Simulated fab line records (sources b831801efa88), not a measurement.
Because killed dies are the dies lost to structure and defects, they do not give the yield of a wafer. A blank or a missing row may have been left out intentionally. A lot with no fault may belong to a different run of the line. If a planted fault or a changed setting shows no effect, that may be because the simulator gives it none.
Which tool was responsible? :: flow sfq-line :: 14 lots, 42 wafers sampled, at 1 step of a route of 325

## WHAT EACH GAUGE READ, for each wafer
No reading from a measuring or inspecting step in the record can be judged against a usual standard deviation.

## EACH LOT AND THE TOOL THAT RAN IT (in order: tool; ch and the chambers of the sampled wafers; start)
lot: L945
SFQ_TRILAYER_M3_LITHO_EXPOSE_076: krf-scanner-02 ch 0, day 36 12:29

lot: L946
SFQ_TRILAYER_M3_LITHO_EXPOSE_076: krf-scanner-02 ch 0, day 39 03:06

lot: L948
SFQ_TRILAYER_M3_LITHO_EXPOSE_076: krf-scanner-02 ch 0, day 39 08:17

lot: L949
SFQ_TRILAYER_M3_LITHO_EXPOSE_076: krf-scanner-02, day 39 18:01

lot: L950
SFQ_TRILAYER_M3_LITHO_EXPOSE_076: krf-scanner-01, day 45 23:14

lot: L958
SFQ_TRILAYER_M3_LITHO_EXPOSE_076: krf-scanner-01 ch 0, day 47 22:25

lot: L959
SFQ_TRILAYER_M3_LITHO_EXPOSE_076: krf-scanner-01 ch 0, day 48 01:13

lot: L961
SFQ_TRILAYER_M3_LITHO_EXPOSE_076: krf-scanner-01 ch 0, day 48 13:01

lot: L962
SFQ_TRILAYER_M3_LITHO_EXPOSE_076: krf-scanner-01 ch 0, day 48 14:46

lot: L963
SFQ_TRILAYER_M3_LITHO_EXPOSE_076: krf-scanner-01 ch 0, day 52 01:49

lot: L964
SFQ_TRILAYER_M3_LITHO_EXPOSE_076: krf-scanner-01 ch 0, day 52 21:08

lot: L965
SFQ_TRILAYER_M3_LITHO_EXPOSE_076: krf-scanner-01 ch 0, day 53 01:32

lot: L966
SFQ_TRILAYER_M3_LITHO_EXPOSE_076: krf-scanner-01 ch 0, day 53 07:44

lot: L968
SFQ_TRILAYER_M3_LITHO_EXPOSE_076: krf-scanner-01 ch 0, day 53 13:32
- SFQ_TRILAYER_M3_LITHO_EXPOSE_076: exposes mask M3, target cd 500 nm.

## AS READ BY THE TOOLS THEMSELVES (means over the sampled wafers that have a number; for cases with no such wafer, the mark the record gives instead)
SFQ_TRILAYER_M3_LITHO_EXPOSE_076. Usual: exposure-dose-mJ-cm2 14.401, standard deviation 0.013; focus-offset-nm 0.0 nm, standard deviation 0.51; reticle-temp-C 23.00 C, standard deviation 0.11.
lot: L945
tool: krf-scanner-02
exposure-dose-mJ-cm2: 14.388
focus-offset-nm (nm): 0.4
reticle-temp-C (C): 22.99
flag: 

lot: L946
tool: krf-scanner-02
exposure-dose-mJ-cm2: 14.410
focus-offset-nm (nm): 0.2
reticle-temp-C (C): 22.95
flag: 

lot: L948
tool: krf-scanner-02
exposure-dose-mJ-cm2: 14.385
focus-offset-nm (nm): 0.0
reticle-temp-C (C): 22.97
flag: 

lot: L949
tool: krf-scanner-02
exposure-dose-mJ-cm2: -
focus-offset-nm (nm): -
reticle-temp-C (C): -
flag: OFF

lot: L950
tool: krf-scanner-01
exposure-dose-mJ-cm2: -
focus-offset-nm (nm): -
reticle-temp-C (C): -
flag: OFF

lot: L958
tool: krf-scanner-01
exposure-dose-mJ-cm2: 14.404
focus-offset-nm (nm): -0.4
reticle-temp-C (C): 23.09
flag: 

lot: L959
tool: krf-scanner-01
exposure-dose-mJ-cm2: 14.408
focus-offset-nm (nm): -0.1
reticle-temp-C (C): 23.04
flag: 

lot: L961
tool: krf-scanner-01
exposure-dose-mJ-cm2: 14.398
focus-offset-nm (nm): -0.0
reticle-temp-C (C): 23.05
flag: 

lot: L962
tool: krf-scanner-01
exposure-dose-mJ-cm2: 14.410
focus-offset-nm (nm): -0.0
reticle-temp-C (C): 23.00
flag: 

lot: L963
tool: krf-scanner-01
exposure-dose-mJ-cm2: 14.404
focus-offset-nm (nm): -0.1
reticle-temp-C (C): 23.11
flag: 

lot: L964
tool: krf-scanner-01
exposure-dose-mJ-cm2: 14.390
focus-offset-nm (nm): -0.1
reticle-temp-C (C): 22.94
flag: 

lot: L965
tool: krf-scanner-01
exposure-dose-mJ-cm2: 14.409
focus-offset-nm (nm): -0.1
reticle-temp-C (C): 22.86
flag: 

lot: L966
tool: krf-scanner-01
exposure-dose-mJ-cm2: 14.402
focus-offset-nm (nm): 0.4
reticle-temp-C (C): 22.87
flag: 

lot: L968
tool: krf-scanner-01
exposure-dose-mJ-cm2: 14.388
focus-offset-nm (nm): -0.2
reticle-temp-C (C): 22.99
flag: 

## THE ANSWER, worked out from the rows above alone
Rule: a lot counts as off when the mean over its wafers that have a number is more than 3 standard deviations away from the usual mean. A lot without any number at a reading at which 4 lots or more have one is off too. All remaining lots with rows at the step are treated as sound. Order of review: gauges by route order, followed by the tools' own readings, for which a lot's mean as printed above is used. At the first step where some lot is off, the reading lying furthest off is the one used; lots without a number count as furthest.
Off, at SFQ_TRILAYER_M3_LITHO_EXPOSE_076 on exposure-dose-mJ-cm2: L949, L950. Without a number there: L949, L950.
If a tool, at that step or one of the process steps before it, ran each lot that is off and ran no sound lot following the first of them, it fits. Of those tried, none fits.

## WHAT THE SIMULATOR PUT IN
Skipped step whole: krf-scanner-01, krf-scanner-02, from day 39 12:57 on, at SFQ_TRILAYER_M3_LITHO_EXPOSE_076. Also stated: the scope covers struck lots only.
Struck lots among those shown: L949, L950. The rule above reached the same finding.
